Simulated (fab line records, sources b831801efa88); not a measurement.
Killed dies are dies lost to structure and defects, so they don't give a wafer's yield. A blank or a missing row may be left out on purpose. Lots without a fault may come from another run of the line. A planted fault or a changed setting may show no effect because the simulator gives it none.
Which tool did it? | flow sky130 | 15 lots, 45 wafers sampled, at 1 step of a route of 708

WHAT THE GAUGES READ, wafer by wafer
The record holds no reading of a measuring or inspecting step that can be judged against a usual standard deviation.

WHICH TOOL RAN EACH LOT (tool, then ch and the chambers of the sampled wafers, then the start)
lot  | SKY_VT_ADJUST_HVTR_DEVELOP_06
L244 | litho_track-01 ch 0, day 9 12:04
L248 | litho_track-02 ch 0, day 10 19:04
L249 | litho_track-04 ch 0, day 11 01:20
L251 | litho_track-02 ch 0, day 11 17:07
L252 | litho_track-02 ch 0, day 11 20:22
L255 | litho_track-01, day 13 00:55
L256 | litho_track-04, day 13 03:14
L257 | litho_track-01, day 13 09:51
L260 | litho_track-04 ch 0, day 14 07:55
L262 | litho_track-04 ch 0, day 14 21:25
L263 | litho_track-04 ch 0, day 15 06:20
L264 | litho_track-04 ch 0, day 15 11:40
L265 | litho_track-04 ch 0, day 15 16:43
L266 | litho_track-04 ch 0, day 16 05:34
L267 | litho_track-01 ch 0, day 16 14:58
- SKY_VT_ADJUST_HVTR_DEVELOP_06: develop time 60 s.

WHAT THE TOOLS THEMSELVES READ (means of the sampled wafers that have a number; where no wafer has one, the mark that the record gives instead)
SKY_VT_ADJUST_HVTR_DEVELOP_06.
lot  | tool           | chill_plate_temp_C (C)
L244 | litho_track-01 | 22.89
L248 | litho_track-02 | 22.88
L249 | litho_track-04 | 22.88
L251 | litho_track-02 | 22.92
L252 | litho_track-02 | 23.01
L255 | litho_track-01 | -
L256 | litho_track-04 | -
L257 | litho_track-01 | -
L260 | litho_track-04 | 23.16
L262 | litho_track-04 | 22.96
L263 | litho_track-04 | 23.06
L264 | litho_track-04 | 23.09
L265 | litho_track-04 | 23.06
L266 | litho_track-04 | 23.00
L267 | litho_track-01 | 23.08

THE ANSWER, worked out from the rows above alone
Rule: what is usual is taken from the lots themselves. Put in order of their means at a reading, lots are off if they are a third of the lots or fewer, leave a main group of 4 or more, and stand apart from it by a gap of 3 or more times the standard deviation of the main group's means; of several such gaps the widest counts. A main group whose means are all the same, to the digits that the tables above print for the reading, isn't used. A lot without any number at a reading at which 4 lots or more have one is off too. The other lots that the step has rows for count as sound. The gauges are gone through in route order, then the tools' own readings, and for those a lot's mean is taken as printed above. The first step at which some lot is off is used, and at that step the reading that is off furthest; a lot without a number counts as furthest.
Off: L255, L256, L257, at SKY_VT_ADJUST_HVTR_DEVELOP_06 (chill_plate_temp_C). Without a number there: L255, L256, L257. The main group: mean 23.00 C, standard deviation 0.09.
A tool fits if, at that step or a process step before it, it ran every lot that is off, and no sound lot after the first of them. None of those tried fits.

WHAT THE SIMULATOR HAD PUT IN
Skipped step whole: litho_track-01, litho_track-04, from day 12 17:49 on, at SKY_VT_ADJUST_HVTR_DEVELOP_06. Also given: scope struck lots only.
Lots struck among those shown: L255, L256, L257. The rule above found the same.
